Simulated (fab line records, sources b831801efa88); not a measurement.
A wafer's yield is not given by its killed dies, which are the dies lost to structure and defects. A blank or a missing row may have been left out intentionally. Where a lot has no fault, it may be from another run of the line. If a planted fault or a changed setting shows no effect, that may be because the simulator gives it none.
fab line records    flow sky130
record: lots: 13  wafers: 39  last-day: 50
route steps=708 shown PWDE@47 SONOS_ONO@181 POLY_GATE@228 SD_P@331 PAD_OPEN@708
lots that met no fault: from a run of the same line without faults
start-h: the number of hours between the record's first day and the start of the first shown wafer of the lot    wait-h: hours since the lot's step before    " the same as in the row above    L1.1+2: a row that stands for several wafers    - either no value or no given start    * or withheld: withheld    < > ~ a bound
route shown NAME@n: a module of which the file shows steps, and the number in the route of the first    usual: mean/standard deviation taken from wafers without a fault    same: alike in all rows    chamber/n: place in a boat    sites: the reading at each site    _std_site: how widely they spread, as a standard deviation    _edge_site: mean of outer sites minus mean of inner sites    radius-mm: for every site, how far away it sits from the centre of the wafer    mask NAME#n: copy n    behind: the most recent tool/chamber to have shaped the wafer    hold: cause of the lot's hold/its duration in hours/its outcome    device: the transistor (n, p or np) that didn't switch    end of line: tests of these same wafers at the route's end    a step given without rows: its recipe and nothing more    killed: not the wafer's yield, but the dies lost to structure and defects at the first sort    map: dies across one wafer; x = killed, . = not, _ = none there
set.NAME: the run value of the setting; set.NAME@STEP: its run value at that earlier step    model.NAME: the simulator's own value behind a step, which no gauge read
one table for each step of the route and one row for each wafer, over a sample of lots
services: when a tool's chamber went out of use (start-h, in hours from the record's first day, below 0 if earlier), for how many hours, and the reason
== steps ==
step: SKY_PWDE_COAT_02
recipe: spin-rpm: 2000  resist-thk-nm: 3000
lot.wafer   tool            chamber  start-h  wait-h
L388.1+2+5  litho-track-01  0        61.70    0.1
L389.1+4+5  litho-track-01  0        65.40    0.1
L392.3+4+6  litho-track-02  0        84.09    0.1
L393.2+4+5  litho-track-01  0        88.67    0.1
L394.1+4+5  litho-track-01  0        95.50    0.1
L395.3+5+6  litho-track-01  0        101.10   0.1
L396.1+3+5  litho-track-01  0        105.35   0.1
L398.1+3+5  litho-track-02  0        114.54   0.1
L403.3+4+5  litho-track-04  0        142.56   0.1
L407.2+3+5  litho-track-02  0        168.11   0.1
L409.1+2+3  litho-track-01  0        179.15   0.1
L410.1+3+6  litho-track-01  0        181.40   0.1
L411.1+2+4  litho-track-01  0        188.40   0.1
step: SKY_PWDE_STRIP_09
recipe: chemistry: O2/N2  power-w: 1400  pressure-mtorr: 1500  platen-temp-c: withheld  o2-flow-sccm: 3000  n2-flow-sccm: 300  overash-fraction: 0.5
usual: drypump-motor-current-A: 5.7/0.47  oes-product-au: 0.722/0.0046  strip-time-to-endpoint-s: 36.92/0.098
lot.wafer  tool             chamber  start-h  wait-h  drypump-motor-current-A  oes-product-au  rf-hours-counter-h  strip-time-to-endpoint-s
L388.1     plasma-asher-02  1        69.82    0.1     5.5                      0.718           26                  37.10
L388.2     "                0        "        "       5.7                      0.727           26                  37.16
L388.5     "                1        "        "       5.4                      0.718           -                   37.16
L389.1     plasma-asher-03  0        73.95    0.1     6.5                      0.729           35                  36.97
L389.4     "                0        "        "       6.5                      0.729           -                   36.90
L389.5     "                0        "        "       6.5                      0.718           -                   37.01
L392.3     plasma-asher-02  1        92.88    0.1     5.5                      0.724           -                   36.95
L392.4     "                0        "        "       5.7                      0.728           -                   36.89
L392.6     "                0        "        "       5.7                      0.719           -                   36.91
L393.2     plasma-asher-02  0        98.55    0.1     5.7                      0.718           28                  37.02
L393.4     "                1        "        "       5.5                      0.721           -                   37.04
L393.5     "                1        "        "       5.5                      0.719           -                   37.05
L394.1     plasma-asher-01  0        104.50   0.1     5.8                      0.724           42                  37.11
L394.4     "                1        "        "       5.5                      0.723           -                   37.05
L394.5     "                0        "        "       5.8                      0.722           -                   37.07
L395.3     plasma-asher-03  0        110.13   0.1     6.5                      0.708           -                   12.56
L395.5     "                1        "        "       5.0                      0.716           -                   12.60
L395.6     "                0        "        "       6.5                      0.714           -                   12.60
L396.1     plasma-asher-02  1        115.10   0.1     5.5                      0.714           30                  12.58
L396.3     "                0        "        "       5.7                      0.716           -                   12.59
L396.5     "                1        "        "       5.4                      0.718           -                   12.58
L398.1     plasma-asher-03  1        123.35   0.1     5.0                      0.718           40                  36.87
L398.3     "                1        "        "       5.0                      0.727           -                   36.99
L398.5     "                0        "        "       6.5                      0.722           -                   36.89
L403.3     plasma-asher-01  1        152.47   0.1     5.5                      0.722           -                   36.92
L403.4     "                0        "        "       5.8                      0.724           -                   36.96
L403.5     "                1        "        "       5.5                      0.729           -                   36.83
L407.2     plasma-asher-02  1        179.03   0.1     5.5                      0.718           36                  36.96
L407.3     "                0        "        "       5.7                      0.718           -                   37.04
L407.5     "                1        "        "       5.5                      0.722           -                   36.95
L409.1     plasma-asher-01  0        189.72   0.1     5.8                      0.721           7                   36.78
L409.2     "                1        "        "       5.5                      0.726           7                   36.87
L409.3     "                0        "        "       5.8                      0.721           -                   36.95
L410.1     plasma-asher-01  0        192.45   0.1     5.8                      0.719           8                   36.74
L410.3     "                1        "        "       5.5                      0.729           -                   36.82
L410.6     "                0        "        "       5.8                      0.723           -                   36.82
L411.1     plasma-asher-01  1        199.37   0.1     5.5                      0.731           8                   36.80
L411.2     "                0        "        "       5.8                      0.722           8                   36.83
L411.4     "                0        "        "       5.8                      0.709           -                   36.82
step: SKY_SONOS_ONO_CD_MEAS_13
recipe: target-cd-nm: 410
usual: cd-nm: 410.9/2.1
lot.wafer  tool       chamber  start-h  wait-h  cd-nm
L388.1     cd-sem-02  -        280.31   0.1     415.0
L388.2     "          -        "        "       415.3
L388.5     "          -        "        "       413.6
L389.1     cd-sem-02  -        281.65   0.1     410.3
L389.4     "          -        "        "       414.4
L389.5     "          -        "        "       414.3
L392.3     cd-sem-02  -        315.55   0.1     408.7
L392.4     "          -        "        "       409.6
L392.6     "          -        "        "       410.7
L393.2     cd-sem-02  -        322.22   0.1     408.4
L393.4     "          -        "        "       410.7
L393.5     "          -        "        "       411.4
L394.1     cd-sem-02  -        332.06   0.1     408.3
L394.4     "          -        "        "       409.9
L394.5     "          -        "        "       409.9
L395.3     cd-sem-01  -        340.29   0.1     409.8
L395.5     "          -        "        "       411.5
L395.6     "          -        "        "       408.5
L396.1     cd-sem-01  -        345.46   0.1     410.5
L396.3     "          -        "        "       410.1
L396.5     "          -        "        "       408.5
L398.1     cd-sem-01  -        362.10   0.1     413.7
L398.3     "          -        "        "       413.3
L398.5     "          -        "        "       413.7
L403.3     cd-sem-02  -        404.88   0.1     411.6
L403.4     "          -        "        "       410.9
L403.5     "          -        "        "       410.7
L407.2     cd-sem-02  -        442.03   0.1     412.1
L407.3     "          -        "        "       411.6
L407.5     "          -        "        "       410.1
L409.1     cd-sem-01  -        458.75   0.1     406.5
L409.2     "          -        "        "       410.2
L409.3     "          -        "        "       409.9
L410.1     cd-sem-01  -        461.59   0.1     411.8
L410.3     "          -        "        "       410.6
L410.6     "          -        "        "       410.5
L411.1     cd-sem-02  -        468.60   0.1     413.6
L411.2     "          -        "        "       413.8
L411.4     "          -        "        "       413.2
step: SKY_POLY_GATE_OVL_MEAS_14
usual: POLY_GATE_OVL: -1/5.4
lot.wafer  tool        chamber  start-h  wait-h  POLY_GATE_OVL[nm]
L388.1     overlay-02  -        369.13   0.1     -8
L388.2     "           -        "        "       0
L388.5     "           -        "        "       -3
L389.1     overlay-02  -        369.48   0.1     -5
L389.4     "           -        "        "       -11
L389.5     "           -        "        "       1
L392.3     overlay-02  -        413.82   0.1     2
L392.4     "           -        "        "       3
L392.6     "           -        "        "       5
L393.2     overlay-02  -        420.94   0.1     -7
L393.4     "           -        "        "       -5
L393.5     "           -        "        "       -2
L394.1     overlay-02  -        430.35   0.1     3
L394.4     "           -        "        "       -7
L394.5     "           -        "        "       1
L395.3     overlay-01  -        440.33   0.1     -5
L395.5     "           -        "        "       0
L395.6     "           -        "        "       3
L396.1     overlay-02  -        444.05   0.1     -8
L396.3     "           -        "        "       -6
L396.5     "           -        "        "       -7
L398.1     overlay-02  -        459.53   0.1     -5
L398.3     "           -        "        "       10
L398.5     "           -        "        "       0
L403.3     overlay-02  -        505.33   0.1     1
L403.4     "           -        "        "       -2
L403.5     "           -        "        "       6
L407.2     overlay-02  -        541.99   0.1     0
L407.3     "           -        "        "       0
L407.5     "           -        "        "       -5
L409.1     overlay-02  -        557.81   0.1     -6
L409.2     "           -        "        "       4
L409.3     "           -        "        "       -1
L410.1     overlay-02  -        559.36   0.1     7
L410.3     "           -        "        "       -5
L410.6     "           -        "        "       7
L411.1     overlay-01  -        564.83   0.1     2
L411.2     "           -        "        "       -1
L411.4     "           -        "        "       -1
step: SKY_SD_P_TW_MEAS_11
usual: SD_P_TW: 2815/46
lot.wafer  tool           chamber  start-h  wait-h  SD_P_TW
L388.1     film-metro-04  -        582.79   0.1     2767
L388.2     "              -        "        "       2762
L388.5     "              -        "        "       2770
L389.1     film-metro-01  -        586.29   0.1     2895
L389.4     "              -        "        "       2877
L389.5     "              -        "        "       2895
L393.2     film-metro-02  -        636.85   0.1     2829
L393.4     "              -        "        "       2814
L393.5     "              -        "        "       2814
L392.3     film-metro-02  -        638.26   0.1     2808
L392.4     "              -        "        "       2821
L392.6     "              -        "        "       2814
L394.1     film-metro-01  -        647.62   0.1     2895
L394.4     "              -        "        "       2888
L394.5     "              -        "        "       2890
L395.3     film-metro-04  -        655.71   0.1     2772
L395.5     "              -        "        "       2775
L395.6     "              -        "        "       2786
L396.1     film-metro-04  -        656.61   0.1     2793
L396.3     "              -        "        "       2779
L396.5     "              -        "        "       2772
L398.1     film-metro-04  -        672.74   0.1     2795
L398.3     "              -        "        "       2784
L398.5     "              -        "        "       2785
L403.3     film-metro-02  -        715.16   0.1     2818
L403.4     "              -        "        "       2800
L403.5     "              -        "        "       2815
L407.2     film-metro-02  -        749.58   0.1     2811
L407.3     "              -        "        "       2801
L407.5     "              -        "        "       2821
L409.1     film-metro-02  -        762.97   0.1     2811
L409.2     "              -        "        "       2791
L409.3     "              -        "        "       2810
L410.1     film-metro-01  -        765.99   0.1     2894
L410.3     "              -        "        "       2910
L410.6     "              -        "        "       2892
L411.1     film-metro-01  -        770.17   0.1     2905
L411.2     "              -        "        "       2884
L411.4     "              -        "        "       2904
step: SKY_PAD_OPEN_PROBE_99
usual: killed_at_M0_to_M3: 44/6.9  killed_at_M4_up: 3.3/1.8  killed-at-contacts: 24/5  killed-at-front-end: 16/4.6  killed-at-other: 0.2/0.42  killed-dies: 88/9.2  killed-on-rim: 17/3.5  killed-open: 48/7.3  killed-short: 40/6.5
same: gross-dies: 492  killed-at-back-side: 0
lot.wafer  tool       chamber  start-h  wait-h  killed_at_M0_to_M3  killed_at_M4_up  killed-at-contacts  killed-at-front-end  killed-at-other  killed-dies  killed-on-rim  killed-open  killed-short
L395.3     prober-02  -        1125.75  0.2     49                  3                24                  405                  0                481          90             56           31
L395.5     prober-02  -        1125.85  0.2     50                  2                16                  416                  0                484          90             41           41
L395.6     prober-02  -        1125.90  0.2     39                  4                28                  414                  0                485          91             53           33
L396.1     prober-01  -        1128.72  0.1     50                  4                23                  410                  0                487          91             51           45
L396.3     prober-01  -        1128.82  0.2     45                  0                17                  421                  0                483          91             39           35
L396.5     prober-01  -        1128.92  0.2     38                  4                27                  413                  1                483          91             38           44
L403.3     prober-02  -        1164.85  0.2     49                  8                17                  17                   0                91           19             41           50
L403.4     prober-02  -        1164.90  0.2     45                  1                40                  11                   0                97           17             62           35
L403.5     prober-02  -        1164.95  0.2     45                  6                25                  18                   0                94           20             47           47
killed by level:class
L395.3 PWDE:area-expose=394 CONTACT:geometric-particle:open=13 VIA1:geometric-particle:open=12 METAL3:geometric-particle:short=7 FIELD_ISO:geometric-particle:open=5 POLY_GATE:geometric-particle:open=5 VIA3:geometric-particle:open=5 VIA2:geometric-particle:open=5
L395.5 PWDE:area-expose=402 METAL2:geometric-particle:short=13 VIA3:geometric-particle:open=10 VIA1:geometric-particle:open=9 VIA1:geometric-particle:short=8 POLY_GATE:geometric-particle:open=6 LI_CONTACT:geometric-particle:open=6 CONTACT:geometric-particle:open=5
L395.6 PWDE:area-expose=399 LI_CONTACT:geometric-particle:open=11 CONTACT:geometric-particle:open=10 VIA1:geometric-particle:open=10 METAL1:geometric-particle:short=5 VIA3:geometric-particle:open=5 POLY_GATE:geometric-particle:short=4 LOCAL_INTERCONNECT:geometric-particle:short=4
L396.1 PWDE:area-expose=390 VIA1:geometric-particle:open=10 CONTACT:geometric-particle:open=9 LI_CONTACT:geometric-particle:open=8 METAL3:geometric-particle:short=8 POLY_GATE:geometric-particle:open=7 VIA2:geometric-particle:open=5 METAL1:geometric-particle:short=5
L396.3 PWDE:area-expose=409 VIA1:geometric-particle:open=12 VIA2:geometric-particle:open=7 METAL1:geometric-particle:short=6 VIA3:geometric-particle:open=6 VIA1:geometric-particle:short=5 CONTACT:geometric-particle:open=5 CONTACT:geometric-particle:short=4
L396.5 PWDE:area-expose=401 CONTACT:geometric-particle:open=12 LOCAL_INTERCONNECT:geometric-particle:short=7 VIA1:geometric-particle:open=7 METAL2:geometric-particle:short=6 FIELD_ISO:geometric-particle:short=5 POLY_GATE:geometric-particle:short=4 METAL1:geometric-particle:short=4
L403.3 VIA1:geometric-particle:open=10 CONTACT:geometric-particle:open=8 METAL1:geometric-particle:short=8 METAL4:geometric-particle:short=7 VIA1:geometric-particle:short=6 METAL2:geometric-particle:short=6 VIA2:geometric-particle:open=5 FIELD_ISO:geometric-particle:open=4
L403.4 CONTACT:geometric-particle:open=13 VIA2:geometric-particle:open=13 VIA1:geometric-particle:open=10 CONTACT:geometric-particle:short=10 LI_CONTACT:geometric-particle:open=8 LOCAL_INTERCONNECT:geometric-particle:short=8 VIA3:geometric-particle:open=7 VIA1:geometric-particle:short=5
L403.5 VIA1:geometric-particle:open=11 VIA1:geometric-particle:short=10 CONTACT:geometric-particle:open=10 METAL1:geometric-particle:short=6 FIELD_ISO:geometric-particle:open=5 METAL2:geometric-particle:short=5 LI_CONTACT:geometric-particle:open=4 LOCAL_INTERCONNECT:geometric-particle:short=4
== services ==
tool             chamber  start-h  hours  kind
plasma-asher-03  -        80.19    0.3    repair
plasma-asher-01  -        108.75   9.0    pm
plasma-asher-01  0        108.75   9.0    vent-cycle
plasma-asher-01  1        108.75   9.0    vent-cycle
plasma-asher-01  0        117.75   -      clean
plasma-asher-01  1        117.75   -      clean
plasma-asher-02  -        120.56   6.3    repair
plasma-asher-03  -        126.28   1.9    repair
plasma-asher-01  -        135.47   1.9    repair
plasma-asher-03  -        141.47   4.1    repair
== key ==
first-sign: step: SKY_PWDE_STRIP_09  reading: strip-time-to-endpoint-s  direction: down  sigmas: 99+  usual: *  struck: *
effect: step: SKY_PAD_OPEN_PROBE_99  reading: killed-at-front-end  direction: up  sigmas: 86  usual: 16  struck: 413
more-kills-born-at: SKY_PWDE_EXPOSE_04@iline-stepper-02: 1200  SKY_PWDE_EXPOSE_04@iline-stepper-01: 1195
met-at SKY_PWDE_COAT_02
struck-lots L395,L396
tester-left-out L395,L396
not-acting-at SKY_SONOS_ONO_CD_MEAS_13,SKY_POLY_GATE_OVL_MEAS_14,SKY_SD_P_TW_MEAS_11
onset-between 95.50 101.10
fault: kind: process-parameter-drift  tool: litho-track-01  chamber: -  onset-h: 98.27  steps: SKY_PWDE_COAT_02  channel: resist-thk-nm  offset: -2068.1  shape: step  end-h: 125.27  acts-in: these-recipes-only  stated: 3000
tester-left-out: of these lots the tester's yield and bins aren't shown, on N5 and GAA mostly nor the transistor test; their killed dies are dies lost to structure and defects alone, not to doping, threshold or leakage, so they don't give the yield
